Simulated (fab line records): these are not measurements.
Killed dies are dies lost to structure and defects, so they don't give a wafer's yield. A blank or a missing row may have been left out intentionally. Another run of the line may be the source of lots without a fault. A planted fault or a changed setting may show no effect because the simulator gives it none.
Struck lot and sound lot, side by side :: flow gf180mcu :: 18 steps out of a route of 602
Sound: these wafers, L271.3, L271.5, L271.6. Struck: wafer L279.2. (L279.1, L279.3 of the same lot were not struck and are left out.) The cause comes at the end.
Order at every step that has rows: each side's tool, ch and its chambers, its first start. Under that, the readings that differ: sound wafers :: struck wafers :: difference of the means :: sigmas: that difference in standard deviations of wafers without a fault.
alike: words and numbers the same on both sides, and readings whose means are apart by under 2 such deviations; not compared: readings that were withheld, readings missing a value for some wafer, numbers with overlapping values and no deviation given by the record, and bounds like >300 which may hide the same value.
A row with sigmas, a row that says differs or no value, or rows on one side alone: a step with any of these is where the two part. Non-overlapping numbers with no deviation appear without sigmas and do not part them. A reading missing from all wafers of one side parts the sides only when that side holds two or more wafers.

first, 3 steps without rows for these wafers: GF_V4_EXPOSE_11 (exposes mask Via4, target cd 260 nm); GF_V4_PEB_12 (peb time 90 s); GF_V4_DEVELOP_13 (develop time 60 s).
GF_V4_CD_MEAS_14: target cd 260 nm.
  struck on cd_sem-02, day 27 18:28; sound on cd_sem-01, day 25 14:38
  alike: cd_nm
GF_V4_OVL_MEAS_15:
  struck on overlay-01, day 27 18:35; sound on overlay-02, day 25 14:44
reading: V4_OVL (nm)
sound: -6 -2 -4
struck: 7
difference: +11
sigmas: +2
GF_V4_ETCH_16: etches BARC in N2/H2.
  sound on rie_diel-01 ch 0,1, day 25 14:45; struck on rie_diel-01 ch 2, day 27 18:37
reading: drypump_motor_current_A (A)
sound: 4.8 4.8 5.1
struck: 6.0
difference: +1.1
sigmas: +2
  alike: oes_product_au, throttle_valve_pct
then, 1 step without rows for these wafers: GF_V4_ETCH_17 (etches SiO2 in C4F8/O2/Ar, stops on TiN, target depth 630 nm).
GF_V4_STRIP_18: strips in O2/N2.
  sound on plasma_asher-03 ch 0,1, day 25 14:55; struck on plasma_asher-03 ch 1, day 27 18:44
reading: oes_product_au (a.u.)
sound: 0.590 0.600 0.594
struck: 0.579
difference: -0.016
sigmas: -3

reading: rf_hours_counter_h (h)
sound: - - -
struck: 87
difference: no value on the sound wafers
sigmas: 
  alike: drypump_motor_current_A, heater_power_w
then, 2 steps without rows for these wafers: GF_V4_STRIP_19 (strips in post etch residue remover, time 1200 s); GF_V4_CLEAN_20 (cleans in DIW).
GF_V4_SPUTTER_21: material Ti, target thk 15 nm, time 80.02 s.
  struck on pvd_sputter-04, day 27 19:17; sound on pvd_sputter-02, day 25 15:26
  alike: throttle_valve_pct
GF_V4_SPUTTER_22: material TiN, target thk 10 nm, time 40 s.
  struck on pvd_sputter-04, day 27 19:21; sound on pvd_sputter-02, day 25 15:31
  alike: throttle_valve_pct
GF_V4_CVD_23: deposits W, target thk 350 nm, time 104.9 s.
  sound on cvd_w-02 ch 0,1, day 25 15:35; struck on cvd_w-01 ch 1, day 27 19:23
reading: model.W_of_V4_CVD_23.thk_nm (nm)
sound: 350.4 354 352
struck: 511
difference: +159
sigmas: 
  alike: heater_power_w
GF_V4_RS_MEAS_24: measures by four-point-probe.
  struck on film_metro-01, day 27 19:30; sound on film_metro-02, day 25 15:42
reading: V4_W_RS (ohm/sq)
sound: 0.327 0.323 0.325
struck: 0.223
difference: -0.102
sigmas: -31
GF_V4_THK_MEAS_25: measures by xrf.
  struck on film_metro-01, day 27 19:37; sound on film_metro-02, day 25 15:48
reading: V4_W_THK (nm)
sound: 335 340 337
struck: 476
difference: +139
sigmas: +34
GF_V4_CMP_26: polishes, stops on SiO2, t overpolish 15 s, target thk 0 nm.
  sound on cmp-02 ch 2,3, day 25 15:50; struck on cmp-02 ch 3, day 27 19:41
reading: motor_current_A (A)
sound: 12.5 12.9 10.2
struck: 10.0
difference: -1.9
sigmas: -2

reading: time_to_endpoint_s (s)
sound: 95 92 90
struck: 129
difference: +37
sigmas: +10
  alike: retaining_ring_pressure_frac
GF_MIM_SPUTTER_00: material Ti, target thk 37.5 nm, time 150 s.
  struck on pvd_sputter-03, day 27 19:59; sound on pvd_sputter-01, day 25 16:08
  alike: throttle_valve_pct
-- the record jumps here: 4 days lie between the struck wafers' starts before and after (it left off in module MIM and takes up again in module PASSIVATION, whose first step shown is number 602 of the route) --
GF_PASSIVATION_PROBE_99:
  the record has rows for the struck wafers here (prober-01, day 32 01:21) and none for the sound ones

== WHERE THEY PART ==
At GF_V4_OVL_MEAS_15 first; at GF_PASSIVATION_PROBE_99 last (within this record only).

WHY: whatever the simulator had introduced
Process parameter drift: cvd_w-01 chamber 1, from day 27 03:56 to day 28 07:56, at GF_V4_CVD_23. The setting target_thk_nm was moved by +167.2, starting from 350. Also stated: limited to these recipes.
